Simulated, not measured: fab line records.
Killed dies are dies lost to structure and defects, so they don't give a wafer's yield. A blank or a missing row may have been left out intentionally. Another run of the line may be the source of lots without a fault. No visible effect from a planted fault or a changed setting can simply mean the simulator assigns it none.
fab line records ; flow sky130
record lots=10; wafers=30; lastDay=50
route steps=708 shown CAP2M@606 METAL5@676 PASSIVATION@693 PAD_OPEN@708
lots that met no fault: taken from a fault-free run of the same line
startH: the number of hours between the record's first day and the start of the first shown wafer of the lot ; waitH: time in hours since the lot's previous step ; " repeats the value in the row above ; L1.1+2: a single row standing in for several wafers ; - no value present, or no start provided ; * or withheld: withheld ; < > ~ a bound
route shown NAME@n: a module of which the file shows steps, and the number in the route of the first ; usual: mean/standard deviation of fault-free wafers ; same: alike in all rows ; chamber/n: place in a boat ; sites: each site's reading ; _std_site: standard deviation of those values ; _edge_site: outer sites' mean less inner sites' ; radiusMm: how far each site lies from the wafer's centre ; mask NAME#n: copy n ; behind: the tool/chamber that last shaped the wafer ; hold: the reason the lot was held/the length of the hold in hours/how it ended ; device: transistor that didn't switch, given as n, p or np ; end of line: the route-end tests of the same wafers ; for a step that has no rows: nothing shown but its recipe ; killed: the dies lost at the first sort to structure and to defects; this is not the yield of the wafer ; map: per-die view of a wafer (x killed, . not killed, _ where there is no die)
set.NAME: the setting that was run; set.NAME@STEP: the one run at that earlier step ; model.NAME: the simulator's own value behind a step, which no gauge read
route steps across a sampled set of lots; one table per step, one row per wafer
services: from which hour (startH, from the record's first day; less than 0 if before it) a tool's chamber was out of use, for how many hours, and why
## steps
# step SKY_CAP2M_RS_MEAS_03
# recipe thkMeasGauge=four-point-probe; reads=TiN_of_CAP2M_SPUTTER_02
# usual CAP2M_TIN_RS=6.94/0.074
lot.wafer;tool;chamber;startH;waitH;CAP2M_TIN_RS[ohm/sq]
L818.2;filmMetro-04;-;922.57;0.1;6.95
L818.3;filmMetro-04;-;922.57;0.1;6.94
L818.6;filmMetro-04;-;922.57;0.1;6.91
L820.1;filmMetro-04;-;939.12;0.1;6.84
L820.4;filmMetro-04;-;939.12;0.1;6.83
L820.5;filmMetro-04;-;939.12;0.1;6.87
L823.4;filmMetro-04;-;964.06;0.1;6.93
L823.5;filmMetro-04;-;964.06;0.1;6.92
L823.6;filmMetro-04;-;964.06;0.1;6.89
L827.1;filmMetro-04;-;993.16;0.1;7.02
L827.2;filmMetro-04;-;993.16;0.1;7.00
L827.3;filmMetro-04;-;993.16;0.1;7.00
L828.4;filmMetro-04;-;1003.64;0.1;6.89
L828.5;filmMetro-04;-;1003.64;0.1;6.93
L828.6;filmMetro-04;-;1003.64;0.1;6.93
L832.1;filmMetro-01;-;1025.67;0.1;6.84
L832.2;filmMetro-01;-;1025.67;0.1;6.94
L832.3;filmMetro-01;-;1025.67;0.1;6.91
L833.1;filmMetro-02;-;1030.65;0.1;6.98
L833.5;filmMetro-02;-;1030.65;0.1;6.98
L833.6;filmMetro-02;-;1030.65;0.1;6.98
L839.3;filmMetro-04;-;1068.49;0.1;7.01
L839.5;filmMetro-04;-;1068.49;0.1;6.99
L839.6;filmMetro-04;-;1068.49;0.1;6.95
L841.2;filmMetro-02;-;1076.79;0.1;6.78
L841.4;filmMetro-02;-;1076.79;0.1;6.85
L841.6;filmMetro-02;-;1076.79;0.1;6.82
L840.2;filmMetro-02;-;1082.69;0.1;6.89
L840.4;filmMetro-02;-;1082.69;0.1;6.90
L840.5;filmMetro-02;-;1082.69;0.1;6.87
# step SKY_CAP2M_THK_MEAS_04
# recipe thkMeasGauge=xrf; reads=TiN_of_CAP2M_SPUTTER_02
# usual CAP2M_TIN_THK=198.9/2.2
lot.wafer;tool;chamber;startH;waitH;CAP2M_TIN_THK[nm]
L818.2;filmMetro-04;-;922.68;0.1;199.0
L818.3;filmMetro-04;-;922.68;0.1;199.0
L818.6;filmMetro-04;-;922.68;0.1;200.3
L820.1;filmMetro-04;-;939.24;0.1;201.3
L820.4;filmMetro-04;-;939.24;0.1;201.7
L820.5;filmMetro-04;-;939.24;0.1;200.9
L823.4;filmMetro-04;-;964.15;0.1;198.1
L823.5;filmMetro-04;-;964.15;0.1;199.0
L823.6;filmMetro-04;-;964.15;0.1;199.1
L827.1;filmMetro-04;-;993.28;0.1;197.1
L827.2;filmMetro-04;-;993.28;0.1;198.0
L827.3;filmMetro-04;-;993.28;0.1;198.0
L828.4;filmMetro-04;-;1003.73;0.1;200.0
L828.5;filmMetro-04;-;1003.73;0.1;199.6
L828.6;filmMetro-04;-;1003.73;0.1;200.1
L832.1;filmMetro-01;-;1025.79;0.1;202.0
L832.2;filmMetro-01;-;1025.79;0.1;198.7
L832.3;filmMetro-01;-;1025.79;0.1;201.5
L833.1;filmMetro-02;-;1030.77;0.1;199.2
L833.5;filmMetro-02;-;1030.77;0.1;199.1
L833.6;filmMetro-02;-;1030.77;0.1;197.5
L839.3;filmMetro-04;-;1068.59;0.1;198.3
L839.5;filmMetro-04;-;1068.59;0.1;197.3
L839.6;filmMetro-04;-;1068.59;0.1;199.0
L841.2;filmMetro-02;-;1076.90;0.1;203.1
L841.4;filmMetro-02;-;1076.90;0.1;201.8
L841.6;filmMetro-02;-;1076.90;0.1;202.6
L840.2;filmMetro-02;-;1082.80;0.1;201.6
L840.4;filmMetro-02;-;1082.80;0.1;200.4
L840.5;filmMetro-02;-;1082.80;0.1;201.8
# step SKY_METAL5_METAL_ETCH_15
# recipe targetDepthA=12600; stopOn=SiO2; overEtchFrac=0.2; timeS=252; chemistry=Cl2/BCl3; resistSidewallDeg=86; pressureMtorr=10; icpW=900; biasW=48.5; Cl2_flow_sccm=60; bcl3FlowSccm=30
# usual drypumpMotorCurrentA=5.4/0.34; heBacksideLeakSccm=3.33/0.23; oesProductAu=0.894/0.0042; overEtchFrac=0.2/0; throttleValvePct=22.264/0.0094
lot.wafer;tool;chamber;startH;waitH;drypumpMotorCurrentA;heBacksideLeakSccm;oesProductAu;overEtchFrac;rfHoursCounterH;throttleValvePct
L818.2;rieMetal-01;0;1022.23;0.0;4.9;3.21;0.894;0.2;4;22.246
L818.3;rieMetal-01;1;1022.23;0.0;5.6;3.27;0.900;0.2;-;22.276
L818.6;rieMetal-01;1;1022.23;0.0;5.6;3.04;0.905;0.2;-;22.259
L820.1;rieMetal-04;0;1036.19;0.0;5.3;3.34;0.898;0.2;14;22.283
L820.4;rieMetal-04;1;1036.19;0.0;5.8;3.26;0.899;0.2;-;22.270
L820.5;rieMetal-04;1;1036.19;0.0;5.8;3.28;0.897;0.2;-;22.258
L823.4;rieMetal-04;0;1058.55;0.1;5.4;3.18;0.897;0.2;-;22.261
L823.5;rieMetal-04;0;1058.55;0.1;5.3;3.18;0.898;0.2;-;22.251
L823.6;rieMetal-04;1;1058.55;0.1;5.8;3.13;0.891;0.2;-;22.274
L827.1;rieMetal-04;1;1084.73;0.0;5.8;3.47;0.901;0.2;24;22.281
L827.2;rieMetal-04;0;1084.73;0.0;5.4;3.29;0.895;0.2;18;22.261
L827.3;rieMetal-04;0;1084.73;0.0;5.3;3.33;0.900;0.2;-;22.255
L828.4;rieMetal-01;0;1094.22;0.1;4.9;3.13;0.894;0.2;-;22.274
L828.5;rieMetal-01;0;1094.22;0.1;4.9;3.24;0.897;0.2;-;22.242
L828.6;rieMetal-01;1;1094.22;0.1;5.6;3.17;0.891;0.2;-;22.267
L832.1;rieMetal-04;0;1113.09;0.0;5.4;3.16;0.826;0.38141;21;22.279
L832.2;rieMetal-04;1;1113.09;0.0;5.8;3.25;0.831;0.38141;28;22.262
L832.3;rieMetal-04;0;1113.09;0.0;5.4;3.16;0.829;0.38141;-;22.259
L833.1;rieMetal-04;1;1118.29;0.0;5.8;3.09;0.821;0.38141;28;22.247
L833.5;rieMetal-04;0;1118.29;0.0;5.4;3.22;0.824;0.38141;-;22.271
L833.6;rieMetal-04;1;1118.29;0.0;5.8;3.10;0.818;0.38141;-;22.265
L839.3;rieMetal-03;0;1151.61;0.1;5.7;3.25;0.897;0.2;-;22.271
L839.5;rieMetal-03;1;1151.61;0.1;5.0;3.39;0.898;0.2;-;22.254
L839.6;rieMetal-03;0;1151.61;0.1;5.7;3.41;0.887;0.2;-;22.269
L841.2;rieMetal-01;0;1158.75;0.0;4.9;3.38;0.895;0.2;13;22.275
L841.4;rieMetal-01;1;1158.75;0.0;5.6;3.42;0.889;0.2;-;22.248
L841.6;rieMetal-01;1;1158.75;0.0;5.6;3.39;0.900;0.2;-;22.265
L840.2;rieMetal-01;1;1162.13;0.0;5.6;3.27;0.904;0.2;14;22.252
L840.4;rieMetal-01;1;1162.13;0.0;5.7;3.44;0.887;0.2;-;22.261
L840.5;rieMetal-01;1;1162.13;0.0;5.6;3.38;0.888;0.2;-;22.251
# step SKY_METAL5_STRIP_16
# recipe chemistry=O2/N2; powerW=1400; pressureMtorr=1500; platenTempC=withheld; o2FlowSccm=3000; n2FlowSccm=300; overashFraction=0.5
# usual drypumpMotorCurrentA=5.6/0.31; o2FlowSccm=3001/8.7; oesProductAu=0.710/0.0046; stripTimeToEndpointS=13.03/0.1
lot.wafer;tool;chamber;startH;waitH;drypumpMotorCurrentA;o2FlowSccm;oesProductAu;rfHoursCounterH;stripTimeToEndpointS
L818.2;plasmaAsher-03;0;1022.47;0.2;5.7;2993;0.703;28;12.96
L818.3;plasmaAsher-03;1;1022.47;0.2;5.2;3001;0.708;-;13.11
L818.6;plasmaAsher-03;0;1022.47;0.2;5.7;2995;0.707;-;13.13
L820.1;plasmaAsher-03;1;1036.51;0.2;5.3;3008;0.703;29;13.06
L820.4;plasmaAsher-03;1;1036.51;0.2;5.3;3012;0.703;-;13.16
L820.5;plasmaAsher-03;0;1036.51;0.2;5.7;2979;0.708;-;13.15
L823.4;plasmaAsher-03;1;1058.74;0.1;5.2;3011;0.713;-;13.00
L823.5;plasmaAsher-03;1;1058.74;0.1;5.3;2990;0.712;-;13.00
L823.6;plasmaAsher-03;0;1058.74;0.1;5.7;3003;0.709;-;13.19
L827.1;plasmaAsher-03;0;1084.97;0.2;5.7;2985;0.711;35;13.06
L827.2;plasmaAsher-03;1;1084.97;0.2;5.3;2990;0.706;35;13.03
L827.3;plasmaAsher-03;0;1084.97;0.2;5.7;2997;0.708;-;13.10
L828.4;plasmaAsher-01;0;1094.41;0.1;5.3;3012;0.709;-;12.90
L828.5;plasmaAsher-01;0;1094.41;0.1;5.3;3002;0.719;-;13.00
L828.6;plasmaAsher-01;1;1094.41;0.1;5.5;3000;0.710;-;12.81
L832.1;plasmaAsher-04;1;1113.33;0.2;6.3;3006;0.723;5;11.79
L832.2;plasmaAsher-04;0;1113.33;0.2;5.6;2998;0.707;5;11.88
L832.3;plasmaAsher-04;1;1113.33;0.2;6.3;3007;0.723;-;11.88
L833.1;plasmaAsher-04;0;1118.53;0.2;5.6;2996;0.715;5;11.64
L833.5;plasmaAsher-04;0;1118.53;0.2;5.6;2997;0.710;-;11.60
L833.6;plasmaAsher-04;1;1118.53;0.2;6.3;2999;0.710;-;11.65
L839.3;plasmaAsher-01;1;1151.80;0.1;5.5;2999;0.712;-;13.08
L839.5;plasmaAsher-01;0;1151.80;0.1;5.3;2988;0.712;-;12.84
L839.6;plasmaAsher-01;1;1151.80;0.1;5.5;3006;0.712;-;12.98
L841.2;plasmaAsher-04;0;1158.98;0.2;5.6;3007;0.716;9;13.08
L841.4;plasmaAsher-04;0;1158.98;0.2;5.6;2999;0.711;-;12.94
L841.6;plasmaAsher-04;1;1158.98;0.2;6.3;2996;0.710;-;12.97
L840.2;plasmaAsher-01;0;1162.36;0.2;5.3;2999;0.711;71;13.07
L840.4;plasmaAsher-01;1;1162.36;0.2;5.5;2991;0.713;-;13.11
L840.5;plasmaAsher-01;1;1162.36;0.2;5.5;2999;0.713;-;13.11
# step SKY_PASSIVATION_STRIP_12
# recipe chemistry=O2/N2; powerW=1400; pressureMtorr=1500; platenTempC=withheld; overashFraction=0.7; o2FlowSccm=3000; n2FlowSccm=300
# usual drypumpMotorCurrentA=5.6/0.33; o2FlowSccm=2998/9.4; oesProductAu=0.662/0.0044; stripTimeToEndpointS=32.04/0.11
lot.wafer;tool;chamber;startH;waitH;drypumpMotorCurrentA;o2FlowSccm;oesProductAu;rfHoursCounterH;stripTimeToEndpointS
L818.2;plasmaAsher-02;0;1045.87;0.1;5.3;3008;0.666;93;31.79
L818.3;plasmaAsher-02;1;1045.87;0.1;6.2;2992;0.661;-;31.82
L818.6;plasmaAsher-02;0;1045.87;0.1;5.2;3000;0.658;-;31.92
L820.1;plasmaAsher-02;1;1058.95;0.1;6.2;2983;0.661;94;32.00
L820.4;plasmaAsher-02;0;1058.95;0.1;5.3;3002;0.660;-;32.10
L820.5;plasmaAsher-02;0;1058.95;0.1;5.3;3013;0.655;-;32.10
L823.4;plasmaAsher-02;0;1080.74;0.1;5.2;3001;0.659;-;32.04
L823.5;plasmaAsher-02;1;1080.74;0.1;6.2;2997;0.670;-;32.02
L823.6;plasmaAsher-02;0;1080.74;0.1;5.2;3010;0.660;-;32.14
L827.1;plasmaAsher-03;0;1106.70;0.1;5.8;3001;0.654;37;32.23
L827.2;plasmaAsher-03;1;1106.70;0.1;5.3;2993;0.663;37;32.01
L827.3;plasmaAsher-03;0;1106.70;0.1;5.7;2991;0.658;-;32.11
L828.4;plasmaAsher-01;1;1115.69;0.1;5.5;2985;0.660;-;32.08
L828.5;plasmaAsher-01;0;1115.69;0.1;5.4;2996;0.662;-;31.99
L828.6;plasmaAsher-01;1;1115.69;0.1;5.5;2995;0.664;-;31.90
L832.1;plasmaAsher-01;1;1133.72;0.1;5.5;2992;0.658;68;32.25
L832.2;plasmaAsher-01;0;1133.72;0.1;5.4;2991;0.659;68;32.21
L832.3;plasmaAsher-01;0;1133.72;0.1;5.3;2990;0.673;-;32.18
L833.1;plasmaAsher-03;1;1138.10;0.1;5.2;2993;0.662;40;31.89
L833.5;plasmaAsher-03;0;1138.10;0.1;5.7;2991;0.662;-;31.72
L833.6;plasmaAsher-03;1;1138.10;0.1;5.3;3006;0.654;-;31.90
L839.3;plasmaAsher-02;1;1170.07;0.1;6.1;2990;0.668;-;32.15
L839.5;plasmaAsher-02;0;1170.07;0.1;5.3;3008;0.662;-;32.03
L839.6;plasmaAsher-02;1;1170.07;0.1;6.1;2995;0.663;-;32.09
L841.2;plasmaAsher-01;0;1176.77;0.1;5.3;2992;0.667;72;32.02
L841.4;plasmaAsher-01;0;1176.77;0.1;5.4;2992;0.658;-;32.05
L841.6;plasmaAsher-01;1;1176.77;0.1;5.5;2991;0.661;-;31.98
L840.2;plasmaAsher-01;1;1179.84;0.1;5.5;3003;0.666;73;32.14
L840.4;plasmaAsher-01;1;1179.84;0.1;5.5;3008;0.659;-;32.04
L840.5;plasmaAsher-01;1;1179.84;0.1;5.5;3011;0.665;-;32.09
# step SKY_PAD_OPEN_PROBE_99
# usual defectLimitedYield=82.2/1.7; killed_at_M0_to_M3=44/6.3; killed_at_M4_up=3.1/2; killedAtContacts=24/4.8; killedAtFrontEnd=15/4.6; killedAtOther=0.2/0.51; killedDies=87/8.4; killedOpen=48/6.4; killedShort=39/5.9; sort_bin_3_pad_short=0.9/0.41; sort_bin_5_function=10.5/1.4; sort_bin_6_memory=6.3/1.1; sortNPass=405/8.4; sortYieldPct=82.2/1.7
# same grossDies=492; killedAtBackSide=0; sort_bin_4_leakage[%]=0; sort_bin_8_speed[%]=0
lot.wafer;tool;chamber;startH;waitH;defectLimitedYield[%];killed_at_M0_to_M3;killed_at_M4_up;killedAtContacts;killedAtFrontEnd;killedAtOther;killedDies;killedOpen;killedShort;sort_bin_3_pad_short[%];sort_bin_5_function[%];sort_bin_6_memory[%];sortNPass;sortYieldPct[%]
L832.1;prober-02;-;1154.45;0.1;80.9;48;6;25;15;0;94;54;40;1.0;11.4;6.7;398;80.9
L832.2;prober-02;-;1154.50;0.1;81.7;55;2;17;16;0;90;43;47;1.2;11.2;5.9;402;81.7
L832.3;prober-02;-;1154.55;0.2;84.1;43;0;21;14;0;78;40;38;1.4;8.9;5.5;414;84.1
# killed by level:class
L832.1 CONTACT:geometricParticle:open=15 VIA1:geometricParticle:open=8 VIA3:geometricParticle:open=7 METAL1:geometricParticle:short=6 LI_CONTACT:geometricParticle:open=5 VIA2:geometricParticle:short=5 VIA2:geometricParticle:open=5 METAL2:geometricParticle:short=5
L832.2 METAL1:geometricParticle:short=9 VIA2:geometricParticle:open=8 VIA3:geometricParticle:open=6 VIA2:geometricParticle:short=6 POLY_GATE:geometricParticle:open=5 CONTACT:geometricParticle:short=5 VIA1:geometricParticle:open=5 CONTACT:geometricParticle:open=4
L832.3 CONTACT:geometricParticle:open=9 VIA1:geometricParticle:open=8 VIA2:geometricParticle:short=5 LI_CONTACT:geometricParticle:open=5 LOCAL_INTERCONNECT:geometricParticle:short=5 METAL1:geometricParticle:short=5 FIELD_ISO:geometricParticle:short=4 METAL2:geometricParticle:short=4
## services
tool;chamber;startH;hours;kind
rieMetal-04;-;1007.62;0.5;repair
plasmaAsher-04;-;1018.18;0.6;repair
plasmaAsher-01;-;1044.02;2.3;repair
plasmaAsher-04;-;1055.25;9.0;pm
plasmaAsher-04;0;1055.25;9.0;ventCycle
plasmaAsher-04;1;1055.25;9.0;ventCycle
rieMetal-01;-;1061.38;2.8;pm
plasmaAsher-02;-;1063.98;2.8;pm
plasmaAsher-04;0;1064.25;-;clean
plasmaAsher-04;1;1064.25;-;clean
plasmaAsher-01;-;1070.74;0.4;repair
rieMetal-03;-;1086.78;10.4;repair
plasmaAsher-03;-;1094.23;1.4;repair
rieMetal-01;-;1101.92;14.6;pm
rieMetal-04;1;1121.73;-;clean
rieMetal-04;1;1121.73;-;consumableReplace:focusRing
rieMetal-04;1;1121.73;21.3;scheduledDown
rieMetal-04;1;1121.73;21.3;ventCycle
plasmaAsher-01;-;1124.36;2.8;repair
plasmaAsher-02;-;1127.38;8.8;repair
rieMetal-04;-;1136.33;2.8;pm
## key
firstSign step=SKY_METAL5_METAL_ETCH_15; reading=overEtchFrac; direction=up; sigmas=99+; usual=0.2; struck=0.38141
effect step=SKY_METAL5_METAL_ETCH_15; reading=oesProductAu; direction=down; sigmas=17; usual=0.894; struck=0.825
effect step=SKY_METAL5_STRIP_16; reading=stripTimeToEndpointS; direction=down; sigmas=12; usual=*; struck=*
metAt SKY_METAL5_METAL_ETCH_15
struckLots L832,L833
notActingAt SKY_CAP2M_RS_MEAS_03,SKY_CAP2M_THK_MEAS_04,SKY_PASSIVATION_STRIP_12
onsetBetween 1084.73 1113.09
fault kind=processParameterDrift; tool=rieMetal-04; chamber=-; onsetH=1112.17; steps=SKY_METAL5_METAL_ETCH_15; channel=overEtchFrac; offset=0.18141; shape=step; endH=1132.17; actsIn=theseRecipesOnly; stated=0.2
